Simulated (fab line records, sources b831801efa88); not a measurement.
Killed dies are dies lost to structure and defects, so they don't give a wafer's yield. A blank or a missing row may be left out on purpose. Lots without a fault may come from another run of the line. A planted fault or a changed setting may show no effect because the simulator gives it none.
Which tool did it? | flow sky130 | 12 lots, 36 wafers sampled, at 1 step of a route of 708

WHAT THE GAUGES READ, wafer by wafer
SKY_VIA4_THK_MEAS_20: measures by xrf.
lot  | measured     | on            | VIA4_W_THK (nm)
L841 | day 42 20:06 | film_metro-04 | 514 516 520
L842 | day 43 00:04 | film_metro-03 | 495 507 498
L843 | day 43 05:23 | film_metro-01 | 509 514 511
L845 | day 44 01:46 | film_metro-04 | 521 532 523
L847 | day 44 17:35 | film_metro-01 | 514 517 513
L850 | day 45 11:56 | film_metro-01 | 507 501 508
L856 | day 47 00:29 | film_metro-04 | 523 518 517
L857 | day 47 04:52 | film_metro-03 | 505 498 502
L859 | day 47 13:28 | film_metro-03 | 511 508 514
L860 | day 47 21:58 | film_metro-03 | 510 507 514
L862 | day 48 07:22 | film_metro-01 | 514 516 521
L863 | day 48 11:10 | film_metro-04 | 517 519 522

WHICH TOOL RAN EACH LOT (tool, then ch and the chambers of the sampled wafers, then the start)
The record holds no process step before these readings.

WHAT THE TOOLS THEMSELVES READ (means of the sampled wafers that have a number; where no wafer has one, the mark that the record gives instead)
The record holds no such reading with a usual standard deviation.

THE ANSWER, worked out from the rows above alone
Rule: what is usual is taken from the lots themselves. Put in order of their means at a reading, lots are off if they are a third of the lots or fewer, leave a main group of 4 or more, and stand apart from it by a gap of 3 or more times the standard deviation of the main group's means; of several such gaps the widest counts. A main group whose means are all the same, to the digits that the tables above print for the reading, isn't used. A lot without any number at a reading at which 4 lots or more have one is off too. The other lots that the step has rows for count as sound. The gauges are gone through in route order, then the tools' own readings, and for those a lot's mean is taken as printed above. The first step at which some lot is off is used, and at that step the reading that is off furthest; a lot without a number counts as furthest.
No lot is off at any reading shown: from this, nothing can be told.

WHAT THE SIMULATOR HAD PUT IN
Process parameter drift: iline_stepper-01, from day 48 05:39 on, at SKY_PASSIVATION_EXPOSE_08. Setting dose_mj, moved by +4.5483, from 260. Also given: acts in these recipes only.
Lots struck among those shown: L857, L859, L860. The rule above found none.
